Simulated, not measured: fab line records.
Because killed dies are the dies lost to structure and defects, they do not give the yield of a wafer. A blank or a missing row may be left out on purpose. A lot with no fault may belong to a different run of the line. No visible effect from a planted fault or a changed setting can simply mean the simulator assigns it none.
The tool behind it: which one? / flow sky130 / 11 lots, 33 wafers sampled, at 3 steps of a route of 708

WHAT THE GAUGES SHOWED, per wafer
SKY_VIA1_OVL_MEAS_13.
lot=L435; measured=day 33 23:19; on=overlay-01; VIA1_OVL (nm)=2 6 17
lot=L436; measured=day 34 18:44; on=overlay-01; VIA1_OVL (nm)=-10 -10 -1
lot=L438; measured=day 35 08:02; on=overlay-02; VIA1_OVL (nm)=0 -2 -2
lot=L443; measured=day 36 23:05; on=overlay-02; VIA1_OVL (nm)=-9 -5 -7
lot=L442; measured=day 37 04:30; on=overlay-02; VIA1_OVL (nm)=3 4 -1
lot=L444; measured=day 37 08:50; on=overlay-01; VIA1_OVL (nm)=0 -9 0
lot=L448; measured=day 38 09:26; on=overlay-02; VIA1_OVL (nm)=3 1 -5
lot=L449; measured=day 38 17:40; on=overlay-01; VIA1_OVL (nm)=1 -7 5
lot=L455; measured=day 40 10:32; on=overlay-02; VIA1_OVL (nm)=-5 -5 -8
lot=L456; measured=day 40 21:17; on=overlay-01; VIA1_OVL (nm)=-7 -3 -1
lot=L458; measured=day 41 02:41; on=overlay-01; VIA1_OVL (nm)=-1 -2 -2

WHICH TOOL RAN EACH LOT (tool, then ch and the chambers of the sampled wafers, then the start)
lot=L435; SKY_CONTACT_SPUTTER_23=pvdSputter-01, day 31 14:07; SKY_METAL1_SPUTTER_03=pvdSputter-04, day 31 14:50
lot=L436; SKY_CONTACT_SPUTTER_23=pvdSputter-03, day 32 11:25; SKY_METAL1_SPUTTER_03=pvdSputter-01, day 32 12:08
lot=L438; SKY_CONTACT_SPUTTER_23=pvdSputter-01, day 33 00:01; SKY_METAL1_SPUTTER_03=pvdSputter-03, day 33 00:44
lot=L443; SKY_CONTACT_SPUTTER_23=pvdSputter-02, day 34 15:46; SKY_METAL1_SPUTTER_03=pvdSputter-01, day 34 16:29
lot=L442; SKY_CONTACT_SPUTTER_23=pvdSputter-01, day 34 20:47; SKY_METAL1_SPUTTER_03=pvdSputter-04, day 34 21:31
lot=L444; SKY_CONTACT_SPUTTER_23=pvdSputter-02, day 35 00:32; SKY_METAL1_SPUTTER_03=pvdSputter-01, day 35 01:16
lot=L448; SKY_CONTACT_SPUTTER_23=pvdSputter-02, day 36 02:54; SKY_METAL1_SPUTTER_03=pvdSputter-03, day 36 03:37
lot=L449; SKY_CONTACT_SPUTTER_23=pvdSputter-02, day 36 11:23; SKY_METAL1_SPUTTER_03=pvdSputter-01, day 36 12:07
lot=L455; SKY_CONTACT_SPUTTER_23=pvdSputter-01, day 38 05:51; SKY_METAL1_SPUTTER_03=pvdSputter-03, day 38 06:41
lot=L456; SKY_CONTACT_SPUTTER_23=pvdSputter-01, day 38 17:44; SKY_METAL1_SPUTTER_03=pvdSputter-03, day 38 18:28
lot=L458; SKY_CONTACT_SPUTTER_23=pvdSputter-02, day 38 23:08; SKY_METAL1_SPUTTER_03=pvdSputter-03, day 38 23:52
- SKY_CONTACT_SPUTTER_23: material TiN, target thk 20 nm, time 80 s.
- SKY_METAL1_SPUTTER_03: material Ti, target thk 5 nm, time 3.3 s.

THE ANSWER, worked out from the rows above alone
Rule: what is usual is taken from the lots themselves. Put in order of their means at a reading, lots are off if they are a third of the lots or fewer, leave a main group of 4 or more, and stand apart from it by a gap of 3 or more times the standard deviation of the main group's means; of several such gaps the widest counts. A main group is skipped when, at the precision printed for the reading in the tables above, its means are all equal. Also off: a lot with no number at a reading for which 4 or more lots have one. Where the step has rows for the other lots, those lots are counted as sound.
No lot is off at any reading shown: from this, nothing can be told.

WHAT THE SIMULATOR HAD INSERTED
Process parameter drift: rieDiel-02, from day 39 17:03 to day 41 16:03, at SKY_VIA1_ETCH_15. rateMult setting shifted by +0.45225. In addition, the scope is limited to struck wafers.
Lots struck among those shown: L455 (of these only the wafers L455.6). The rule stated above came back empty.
